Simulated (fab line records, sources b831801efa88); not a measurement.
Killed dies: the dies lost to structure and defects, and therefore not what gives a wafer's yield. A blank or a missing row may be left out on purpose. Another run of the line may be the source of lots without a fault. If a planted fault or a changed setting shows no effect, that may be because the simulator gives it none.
Chamber matching ; flow sky130 ; 4 sister chambers for SKY_PASSIVATION_ETCH_11 on rie diel-04
The step etches the open film in CF4/O2, stops on AlCu, target depth 725 nm, time 161.1 s. 8 wafers are shown with their chamber, then 12 later ones without.

== WAFERS PAIRED WITH THEIR CHAMBERS ==
wafer;chamber;oes product au (a.u.);throttle valve pct (%)
L082.2;0;0.972;5.962
L086.1;2;0.972;5.962
L087.1;1;0.973;5.969
L087.2;3;0.962;5.962
L087.5;0;0.983;5.968
L084.2;1;0.967;5.944
L084.3;3;0.984;5.975
L084.4;2;0.989;5.966

== WAFERS MISSING THEIR CHAMBER ==
wafer;oes product au (a.u.);throttle valve pct (%)
L092.2;0.972;5.968
L092.4;0.991;5.951
L092.5;0.979;5.958
L091.1;0.972;5.968
L091.3;0.970;5.965
L091.5;0.966;5.955
L093.1;0.963;5.964
L093.4;0.983;5.973
L093.5;0.969;5.948
L095.1;0.975;5.961
L095.2;0.974;5.967
L095.4;0.979;5.954

== CHAMBER TAKEN BY EACH ==
wafer;from the rows above;in truth
L092.2;can't be placed: 3 or 0 or 2 or 1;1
L092.4;can't be placed: 2 or 0 or 1 or 3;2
L092.5;can't be placed: 2 or 0 or 1 or 3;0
L091.1;can't be placed: 3 or 0 or 2 or 1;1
L091.3;can't be placed: 3 or 0 or 1 or 2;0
L091.5;can't be placed: 1 or 0 or 3 or 2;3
L093.1;can't be placed: 1 or 3 or 0 or 2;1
L093.4;can't be placed: 2 or 0 or 3 or 1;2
L093.5;can't be placed: 1 or 0 or 2 or 3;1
L095.1;can't be placed: 0 or 2 or 1 or 3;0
L095.2;can't be placed: 3 or 0 or 2 or 1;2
L095.4;can't be placed: 1 or 2 or 0 or 3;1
0 of 12 placed correctly. Cannot be placed on the basis of these rows: 12; the candidates contain the true chamber in 12. Placed wrongly: 0.
How it was worked out, from the rows above alone: a wafer's distance from a chamber is the root of the sum, over the readings, of the square of ((its reading less the chamber's mean) divided by the reading's scatter). The wafer belongs to the nearest chamber; if the next one is less than 2 further off, it can't be placed. For every chamber, the mean is computed from those of its wafers that are shown. The scatter: the root of (the sum of the squares of (reading less its chamber's mean) over the shown wafers, divided by (wafers less chambers)).
